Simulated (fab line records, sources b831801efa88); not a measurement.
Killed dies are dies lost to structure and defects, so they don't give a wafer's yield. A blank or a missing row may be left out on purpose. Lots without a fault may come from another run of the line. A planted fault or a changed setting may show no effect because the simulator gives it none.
One fault seen from 2 desks | flow gf180mcu | each desk has only its own numbers; what lay behind them comes last

THE TOOL OWNER'S DESK: hdpcvd-01
The tool's own readings at GF_V3_CVD_00 (deposits SiO2, target thk 600 nm, time 100 s): means of the sampled wafers that have a number, for each lot that ran on this tool. A lot is out of limits, marked OUT, if its mean lies more than 4 standard deviations from the usual mean; the brackets give that distance.
Columns: A = sih4_flow_sccm at GF_V3_CVD_00, usual 59.98 sccm
lot  | first seen here | A
L909 | day 21 13:41    | 60.06
L911 | day 22 06:38    | 60.08
L913 | day 23 09:11    | 59.80
L918 | day 24 23:05    | 60.16
L922 | day 26 07:11    | 30.03 (-99 or more) OUT
L925 | day 27 00:14    | 29.91 (-99 or more) OUT
This desk's finding: out of limits on L922, L925; first on L922, day 26 07:11 (sih4_flow_sccm at GF_V3_CVD_00). In limits: L909, L911, L913, L918.

THE METROLOGY DESK
What the gauges read, lot by lot, whatever tool the lot ran on: means of the sampled wafers that have a number. A lot is out of limits, marked OUT, if its mean lies more than 4 standard deviations from the usual mean; the brackets give that distance.
Columns: A = cd_nm at GF_M3_CD_MEAS_14, usual 280.2 nm; B = M3_OVL at GF_M3_OVL_MEAS_15, usual 3 nm; C = V3_CVD_00_THK at GF_V3_THK_MEAS_01, usual 599 nm
lot  | first seen here | A     | B  | C
L909 | day 21 12:51    | 280.4 | -2 | 590
L910 | day 22 02:40    | 280.1 | 7  | 606
L911 | day 22 05:45    | 280.0 | 2  | 601
L912 | day 22 16:01    | 279.8 | 8  | 604
L913 | day 23 08:14    | 280.8 | 4  | 602
L918 | day 24 22:06    | 281.0 | 9  | 601
L922 | day 26 06:21    | 280.8 | 6  | 303 (-50) OUT
L923 | day 26 17:06    | 281.1 | 5  | 609
L925 | day 26 23:27    | 279.7 | -3 | 293 (-52) OUT
L926 | day 27 06:19    | 278.2 | 8  | 599
L928 | day 27 16:25    | 281.2 | 5  | 601
L929 | day 27 23:45    | 277.4 | 5  | 604
This desk's finding: out of limits on L922, L925; first on L922, day 26 07:15 (V3_CVD_00_THK at GF_V3_THK_MEAS_01). In limits: L909, L910, L911, L912, L913, L918, L923, L926, L928, L929.

PUT TOGETHER
The tool owner's desk could have raised an alarm at day 26 07:11, on L922, L925.
The metrology desk could have raised an alarm at day 26 07:15, on L922, L925.
Of the lots named, all ran GF_V3_CVD_00 on hdpcvd-01.

WHAT THE SIMULATOR HAD PUT IN
Process parameter drift: hdpcvd-01, from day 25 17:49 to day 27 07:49, at GF_V3_CVD_00. Setting sih4_flow_sccm, moved by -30, from 60. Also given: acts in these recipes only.
Lots struck among those shown: L922, L925.
Hours from the fault's start to each desk's first reading out of limits: the tool owner's desk, 13; the metrology desk, 13.
